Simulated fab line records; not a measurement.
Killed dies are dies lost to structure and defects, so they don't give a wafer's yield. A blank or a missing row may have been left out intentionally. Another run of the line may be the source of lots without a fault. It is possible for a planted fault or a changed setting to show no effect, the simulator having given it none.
A struck lot beside a sound one | flow sky130 | 14 out of 708 route steps
Sound: these wafers, L481.3, L481.4, L481.6. The struck wafers were L477.1, L477.5, L477.6. The cause is named last.
Per side, at each step with rows, come the tool, then ch with its chambers, and then its first start. Under that, the readings that differ: sound wafers | struck wafers | difference of the means | sigmas: that difference in standard deviations of wafers without a fault.
alike: readings whose means differ by less than 2 such deviations, and words and numbers that are the same on both sides. not compared: withheld readings, readings that some wafer has no value for, bounds like >300 that may hide the same value, and numbers for which the record gives no deviation and whose values overlap.
Wherever a step has rows on one side only, a row that says differs or no value, or a row with sigmas, the two part there. When numbers do not overlap yet have no deviation, they are printed without sigmas and do not part them. A reading missing from all wafers of one side parts the sides only when that side holds two or more wafers.

SKY_VIA2_STRIP_16: strips in O2/N2.
  sound on plasma_asher-04 ch 0,1, day 41 02:16; struck on plasma_asher-02 ch 0,1, day 40 03:46
  alike: drypump_motor_current_A, oes_product_au, strip_time_to_endpoint_s
  not compared: rf_hours_counter_h
then, 4 steps without rows for these wafers: SKY_VIA2_STRIP_17 (strips in post etch residue remover, time 1200 s); SKY_VIA2_CLEAN_18 (cleans in IPA, time 180 s); SKY_VIA2_CLEAN_19 (cleans in O3/DIW); SKY_VIA2_SPUTTER_20 (material TiN, target thk 20 nm, time 80 s).
SKY_VIA2_CVD_21: deposits W, target thk 420 nm, time 126.4 s.
  sound on cvd_w-01 ch 0,1, day 41 02:58; struck on cvd_w-02 ch 0,1, day 40 04:27
  alike: heater_power_w, susceptor_temp_C
SKY_VIA2_RS_MEAS_22: measures by four-point-probe.
  sound on film_metro-02, day 41 03:05; struck on film_metro-03, day 40 04:35
  alike: VIA2_W_RS
SKY_VIA2_THK_MEAS_23: measures by xrf.
  sound on film_metro-02, day 41 03:11; struck on film_metro-03, day 40 04:42
  alike: VIA2_W_THK
SKY_VIA2_CMP_24: polishes, stops on SiO2, t overpolish 20 s, target thk 0 nm.
  sound on cmp-02 ch 0,1, day 41 03:14; struck on cmp-01 ch 2,3, day 40 04:49
  alike: motor_current_A, overpolish_run_s, platen_rpm, slurry_flow_ml_min, time_to_endpoint_s
then, 1 step without rows for these wafers: SKY_METAL3_SPUTTER_00 (material Ti, target thk 15 nm, time 10 s).
SKY_METAL3_SPUTTER_01: material TiN, target thk 20 nm, time 16.7 s.
  sound on pvd_sputter-01, day 41 03:33; struck on pvd_sputter-04, day 40 05:05
  alike: cathode_dc_power_W, chamber_pressure_pa, throttle_valve_pct
SKY_METAL3_SPUTTER_02: material AlCu, target thk 735 nm, time 39.1 s.
  sound on pvd_sputter-01, day 41 03:35; struck on pvd_sputter-04, day 40 05:07
  alike: cathode_dc_power_W, chamber_pressure_pa, throttle_valve_pct
SKY_METAL3_SPUTTER_03: material Ti, target thk 5 nm, time 3.3 s.
  sound on pvd_sputter-01, day 41 03:37; struck on pvd_sputter-04, day 40 05:09
  no value came back on the struck wafers for cathode_dc_power_W (W), chamber_pressure_pa (Pa), throttle_valve_pct (%); on the sound wafers cathode_dc_power_W (W) reads 3000.0 3000.1 3000.8
then, 1 step without rows for these wafers: SKY_METAL3_SPUTTER_04 (material TiN, target thk 70 nm, time 58.3 s).

== WHERE THEY PART ==
SKY_METAL3_SPUTTER_03 only, going by this record.

WHY: whatever the simulator had introduced
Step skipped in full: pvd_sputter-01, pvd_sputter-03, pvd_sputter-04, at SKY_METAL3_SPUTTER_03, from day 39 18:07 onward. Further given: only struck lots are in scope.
